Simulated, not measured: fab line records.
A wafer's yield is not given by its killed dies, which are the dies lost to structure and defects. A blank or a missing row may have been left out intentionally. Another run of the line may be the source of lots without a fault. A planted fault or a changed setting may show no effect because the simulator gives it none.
Chamber matching / flow gf180mcu / pecvd-02 running GF_V4_CVD_02: 3 sister chambers
The step deposits SiO2 from TEOS, target thk 850 nm, time 94.851 s. 3 wafers are shown with their chamber, then 7 later ones without.

WAFERS WITH THEIR CHAMBER
wafer=L570.6; chamber=0; heater-power-w (W)=591
wafer=L574.1; chamber=1; heater-power-w (W)=650
wafer=L574.2; chamber=2; heater-power-w (W)=665

WAFERS MISSING THEIR CHAMBER
wafer=L574.4; heater-power-w (W)=508
wafer=L577.2; heater-power-w (W)=571
wafer=L577.4; heater-power-w (W)=611
wafer=L577.6; heater-power-w (W)=557
wafer=L578.2; heater-power-w (W)=625
wafer=L578.5; heater-power-w (W)=511
wafer=L578.6; heater-power-w (W)=665

WHICH CHAMBER EACH ONE RAN IN
wafer=L574.4; from the rows above=can't be placed: 0 or 1 or 2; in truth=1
wafer=L577.2; from the rows above=can't be placed: 0 or 1 or 2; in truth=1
wafer=L577.4; from the rows above=can't be placed: 0 or 1 or 2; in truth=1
wafer=L577.6; from the rows above=can't be placed: 0 or 1 or 2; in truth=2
wafer=L578.2; from the rows above=can't be placed: 1 or 0 or 2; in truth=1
wafer=L578.5; from the rows above=can't be placed: 0 or 1 or 2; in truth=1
wafer=L578.6; from the rows above=can't be placed: 2 or 1 or 0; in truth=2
0 of 7 placed correctly. Unplaceable from these rows: 7, with the true chamber sitting among the candidates in 7. Wrongly placed: 0.
How it was worked out, from the rows above alone: a wafer's distance from a chamber is the root of the sum, over the readings, of the square of ((its reading less the chamber's mean) divided by the reading's scatter). If the next closest chamber is less than 2 further off than the closest, the wafer can't be placed; otherwise it belongs to the closest. A chamber's mean is the mean of its shown wafers. The scatter: root of mean squared gap, hidden wafer to nearest shown wafer, with one shown wafer a chamber.
